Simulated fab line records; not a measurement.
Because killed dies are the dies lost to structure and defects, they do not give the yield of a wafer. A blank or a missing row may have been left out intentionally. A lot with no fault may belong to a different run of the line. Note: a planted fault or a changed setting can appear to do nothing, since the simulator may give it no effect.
Which tool did it? :: flow sky130 :: 13 lots with 39 wafers sampled at 5 steps, on a route of 708 steps

== WHAT EACH GAUGE READ, for each wafer ==
SKY_VT_ADJUST_PCH_TW_MEAS_10. Usual: for VT_ADJUST_PCH_TW the level is 142.7 and the standard deviation is 1.
lot: L921
measured: day 10 18:05
on: film-metro-04
VT_ADJUST_PCH_TW: 141.8 142.5 142.3
flag: 

lot: L922
measured: day 11 01:07
on: film-metro-03
VT_ADJUST_PCH_TW: 142.7 144.0 143.4
flag: 

lot: L923
measured: day 11 06:39
on: film-metro-03
VT_ADJUST_PCH_TW: 143.1 143.1 142.9
flag: 

lot: L924
measured: day 11 09:07
on: film-metro-01
VT_ADJUST_PCH_TW: 141.8 142.6 141.9
flag: 

lot: L925
measured: day 11 17:47
on: film-metro-04
VT_ADJUST_PCH_TW: 142.2 141.9 142.0
flag: 

lot: L926
measured: day 12 00:51
on: film-metro-04
VT_ADJUST_PCH_TW: 143.0 142.5 142.5
flag: 

lot: L927
measured: day 12 09:35
on: film-metro-01
VT_ADJUST_PCH_TW: 141.7 142.0 141.7
flag: 

lot: L928
measured: day 12 17:23
on: film-metro-04
VT_ADJUST_PCH_TW: 142.0 142.0 142.0
flag: 

lot: L931
measured: day 13 10:55
on: film-metro-04
VT_ADJUST_PCH_TW: 142.2 141.4 141.5
flag: 

lot: L935
measured: day 14 20:10
on: film-metro-03
VT_ADJUST_PCH_TW: 144.1 143.1 143.4
flag: 

lot: L937
measured: day 15 10:35
on: film-metro-01
VT_ADJUST_PCH_TW: 141.4 141.7 142.1
flag: 

lot: L939
measured: day 15 21:23
on: film-metro-03
VT_ADJUST_PCH_TW: 144.5 143.9 144.2
flag: 

lot: L941
measured: day 16 14:55
on: film-metro-01
VT_ADJUST_PCH_TW: 142.3 142.3 142.1
flag: 

SKY_GATE_OXIDE_OVL_MEAS_10. Usual: for GATE_OXIDE_OVL the level is 0.0 nm and the standard deviation is 1.6.
lot: L921
measured: day 14 04:20
on: overlay-02
GATE_OXIDE_OVL (nm): 0.7 -0.5 1.3
flag: 

lot: L922
measured: day 14 10:43
on: overlay-02
GATE_OXIDE_OVL (nm): 2.4 1.6 2.6
flag: 

lot: L923
measured: day 14 19:24
on: overlay-02
GATE_OXIDE_OVL (nm): -1.7 -0.2 0.2
flag: 

lot: L924
measured: day 14 22:23
on: overlay-02
GATE_OXIDE_OVL (nm): -0.7 1.4 -0.3
flag: 

lot: L925
measured: day 15 05:41
on: overlay-01
GATE_OXIDE_OVL (nm): 2.3 1.3 1.7
flag: 

lot: L926
measured: day 15 13:41
on: overlay-01
GATE_OXIDE_OVL (nm): -1.7 -2.9 -0.7
flag: 

lot: L927
measured: day 15 22:15
on: overlay-01
GATE_OXIDE_OVL (nm): 2.1 1.8 1.8
flag: 

lot: L928
measured: day 16 10:02
on: overlay-01
GATE_OXIDE_OVL (nm): -0.5 -1.3 0.9
flag: 

lot: L931
measured: day 17 04:44
on: overlay-01
GATE_OXIDE_OVL (nm): 0.3 0.7 -0.3
flag: 

lot: L935
measured: day 18 16:29
on: overlay-02
GATE_OXIDE_OVL (nm): 0.7 -0.2 1.3
flag: 

lot: L937
measured: day 19 13:39
on: overlay-01
GATE_OXIDE_OVL (nm): -1.0 -0.8 -2.5
flag: 

lot: L939
measured: day 20 00:11
on: overlay-02
GATE_OXIDE_OVL (nm): -1.0 -0.2 -0.6
flag: 

lot: L941
measured: day 20 19:40
on: overlay-02
GATE_OXIDE_OVL (nm): 0.4 1.2 0.4
flag: 

SKY_POLY_GATE_THK_MEAS_01. Usual: for POLY_GATE_CVD_00_THK the level is 179.8 nm and the standard deviation is 2.2.
lot: L921
measured: day 14 08:22
on: film-metro-04
POLY_GATE_CVD_00_THK (nm): 178.4 178.2 179.0
flag: 

lot: L922
measured: day 14 15:13
on: film-metro-01
POLY_GATE_CVD_00_THK (nm): 180.4 179.4 178.7
flag: 

lot: L923
measured: day 15 00:03
on: film-metro-04
POLY_GATE_CVD_00_THK (nm): 174.5 175.1 176.9
flag: 

lot: L924
measured: day 15 02:49
on: film-metro-01
POLY_GATE_CVD_00_THK (nm): 181.2 180.5 180.6
flag: 

lot: L925
measured: day 15 09:41
on: film-metro-04
POLY_GATE_CVD_00_THK (nm): 178.4 181.1 179.8
flag: 

lot: L926
measured: day 15 18:19
on: film-metro-01
POLY_GATE_CVD_00_THK (nm): 177.2 177.8 178.0
flag: 

lot: L927
measured: day 16 02:13
on: film-metro-03
POLY_GATE_CVD_00_THK (nm): 177.5 176.7 176.8
flag: 

lot: L928
measured: day 16 13:53
on: film-metro-04
POLY_GATE_CVD_00_THK (nm): 177.9 178.1 175.5
flag: 

lot: L931
measured: day 17 08:35
on: film-metro-04
POLY_GATE_CVD_00_THK (nm): 180.1 179.6 180.2
flag: 

lot: L935
measured: day 18 23:06
on: film-metro-04
POLY_GATE_CVD_00_THK (nm): 179.5 180.4 181.3
flag: 

lot: L937
measured: day 19 18:14
on: film-metro-03
POLY_GATE_CVD_00_THK (nm): 197.0 197.5 197.8
flag: OFF

lot: L939
measured: day 20 03:34
on: film-metro-03
POLY_GATE_CVD_00_THK (nm): 179.1 180.0 179.5
flag: 

lot: L941
measured: day 20 23:52
on: film-metro-01
POLY_GATE_CVD_00_THK (nm): 182.0 181.0 182.1
flag: 

SKY_POLY_GATE_OVL_MEAS_14. Usual: for POLY_GATE_OVL the level is 3 nm and the standard deviation is 5.1.
lot: L921
measured: day 16 16:56
on: overlay-01
POLY_GATE_OVL (nm): 0 4 0
flag: 

lot: L922
measured: day 17 01:40
on: overlay-02
POLY_GATE_OVL (nm): 5 -1 6
flag: 

lot: L923
measured: day 17 10:54
on: overlay-01
POLY_GATE_OVL (nm): 4 5 3
flag: 

lot: L924
measured: day 17 13:19
on: overlay-02
POLY_GATE_OVL (nm): 7 11 4
flag: 

lot: L925
measured: day 17 22:07
on: overlay-02
POLY_GATE_OVL (nm): -1 -5 4
flag: 

lot: L926
measured: day 18 08:13
on: overlay-02
POLY_GATE_OVL (nm): -11 -3 -4
flag: 

lot: L927
measured: day 18 14:56
on: overlay-02
POLY_GATE_OVL (nm): -4 0 2
flag: 

lot: L928
measured: day 19 03:31
on: overlay-01
POLY_GATE_OVL (nm): 3 4 5
flag: 

lot: L931
measured: day 20 02:40
on: overlay-01
POLY_GATE_OVL (nm): 4 6 1
flag: 

lot: L935
measured: day 21 15:16
on: overlay-01
POLY_GATE_OVL (nm): 0 4 4
flag: 

lot: L937
measured: day 22 08:55
on: overlay-02
POLY_GATE_OVL (nm): -1 1 -5
flag: 

lot: L939
measured: day 22 17:07
on: overlay-02
POLY_GATE_OVL (nm): 7 13 2
flag: 

lot: L941
measured: day 23 14:41
on: overlay-02
POLY_GATE_OVL (nm): 4 -2 4
flag: 

== WHICH TOOL RAN EACH LOT (tool, then ch and the chambers of the sampled wafers, then the start) ==
lot: L921
SKY_POLY_GATE_CVD_00: lpcvd-01 ch 0, day 14 07:10

lot: L922
SKY_POLY_GATE_CVD_00: lpcvd-01 ch 0, day 14 14:01

lot: L923
SKY_POLY_GATE_CVD_00: lpcvd-01 ch 0, day 14 22:50

lot: L924
SKY_POLY_GATE_CVD_00: lpcvd-01 ch 1, day 15 01:37

lot: L925
SKY_POLY_GATE_CVD_00: lpcvd-01 ch 0, day 15 08:29

lot: L926
SKY_POLY_GATE_CVD_00: lpcvd-01 ch 0, day 15 17:05

lot: L927
SKY_POLY_GATE_CVD_00: lpcvd-01 ch 0, day 16 01:00

lot: L928
SKY_POLY_GATE_CVD_00: lpcvd-01 ch 0, day 16 12:40

lot: L931
SKY_POLY_GATE_CVD_00: lpcvd-01 ch 1, day 17 07:23

lot: L935
SKY_POLY_GATE_CVD_00: lpcvd-01 ch 1, day 18 21:54

lot: L937
SKY_POLY_GATE_CVD_00: lpcvd-01 ch 0, day 19 17:01

lot: L939
SKY_POLY_GATE_CVD_00: lpcvd-01 ch 1, day 20 02:22

lot: L941
SKY_POLY_GATE_CVD_00: lpcvd-01 ch 1, day 20 22:40
- SKY_POLY_GATE_CVD_00: deposits poly-Si, target thk 180 nm, time 720 s.

== AS READ BY THE TOOLS THEMSELVES (means over the sampled wafers that have a number; for cases with no such wafer, the mark the record gives instead) ==
SKY_POLY_GATE_CVD_00. Usual: spike-tc-centre-C 621.8 C, standard deviation 1.3; spike-tc-lower-C 619.6 C, standard deviation 1.5; spike-tc-top-C 638.3 C, standard deviation 1.1; susceptor-temp-C 620.00 C, standard deviation 0.27.
lot: L921
tool: lpcvd-01
spike-tc-centre-C (C): 622.8
spike-tc-lower-C (C): 621.0
spike-tc-top-C (C): 638.1
susceptor-temp-C (C): 620.47
flag: 

lot: L922
tool: lpcvd-01
spike-tc-centre-C (C): 623.2
spike-tc-lower-C (C): 620.8
spike-tc-top-C (C): 637.5
susceptor-temp-C (C): 620.10
flag: 

lot: L923
tool: lpcvd-01
spike-tc-centre-C (C): 621.2
spike-tc-lower-C (C): 620.3
spike-tc-top-C (C): 638.6
susceptor-temp-C (C): 620.02
flag: 

lot: L924
tool: lpcvd-01
spike-tc-centre-C (C): 621.4
spike-tc-lower-C (C): 618.6
spike-tc-top-C (C): 638.7
susceptor-temp-C (C): 620.12
flag: 

lot: L925
tool: lpcvd-01
spike-tc-centre-C (C): 622.1
spike-tc-lower-C (C): 620.5
spike-tc-top-C (C): 638.4
susceptor-temp-C (C): 620.26
flag: 

lot: L926
tool: lpcvd-01
spike-tc-centre-C (C): 622.7
spike-tc-lower-C (C): 620.4
spike-tc-top-C (C): 637.9
susceptor-temp-C (C): 619.66
flag: 

lot: L927
tool: lpcvd-01
spike-tc-centre-C (C): 621.9
spike-tc-lower-C (C): 620.3
spike-tc-top-C (C): 637.4
susceptor-temp-C (C): 620.21
flag: 

lot: L928
tool: lpcvd-01
spike-tc-centre-C (C): 622.0
spike-tc-lower-C (C): 620.1
spike-tc-top-C (C): 638.0
susceptor-temp-C (C): 619.89
flag: 

lot: L931
tool: lpcvd-01
spike-tc-centre-C (C): 621.1
spike-tc-lower-C (C): 618.1
spike-tc-top-C (C): 637.8
susceptor-temp-C (C): 619.89
flag: 

lot: L935
tool: lpcvd-01
spike-tc-centre-C (C): 621.2
spike-tc-lower-C (C): 617.6
spike-tc-top-C (C): 639.0
susceptor-temp-C (C): 620.24
flag: 

lot: L937
tool: lpcvd-01
spike-tc-centre-C (C): 625.9
spike-tc-lower-C (C): 624.4
spike-tc-top-C (C): 641.4
susceptor-temp-C (C): 623.77
flag: OFF

lot: L939
tool: lpcvd-01
spike-tc-centre-C (C): 620.9
spike-tc-lower-C (C): 618.4
spike-tc-top-C (C): 638.9
susceptor-temp-C (C): 619.72
flag: 

lot: L941
tool: lpcvd-01
spike-tc-centre-C (C): 620.2
spike-tc-lower-C (C): 618.3
spike-tc-top-C (C): 638.3
susceptor-temp-C (C): 619.96
flag: 

== THE ANSWER, worked out from the rows above alone ==
Rule: a lot counts as off when the mean over its wafers that have a number is more than 3 standard deviations away from the usual mean. A lot without any number at a reading at which 4 lots or more have one is off too. All remaining lots with rows at the step are treated as sound. Order of review: gauges by route order, followed by the tools' own readings, for which a lot's mean as printed above is used. At the first step where some lot is off, the reading lying furthest off is the one used; lots without a number count as furthest.
Off: L937, at SKY_POLY_GATE_THK_MEAS_01 (POLY_GATE_CVD_00_THK).
A tool fits if, at a process step before that reading, it ran every lot that is off, and no sound lot after the first of them. The gauges at SKY_POLY_GATE_THK_MEAS_01 aren't tried: what is off there is off at SKY_POLY_GATE_CVD_00 too, on other tools, and a gauge's error can't cause that. No candidate that was tried fits.

== WHAT THE SIMULATOR HAD INSERTED ==
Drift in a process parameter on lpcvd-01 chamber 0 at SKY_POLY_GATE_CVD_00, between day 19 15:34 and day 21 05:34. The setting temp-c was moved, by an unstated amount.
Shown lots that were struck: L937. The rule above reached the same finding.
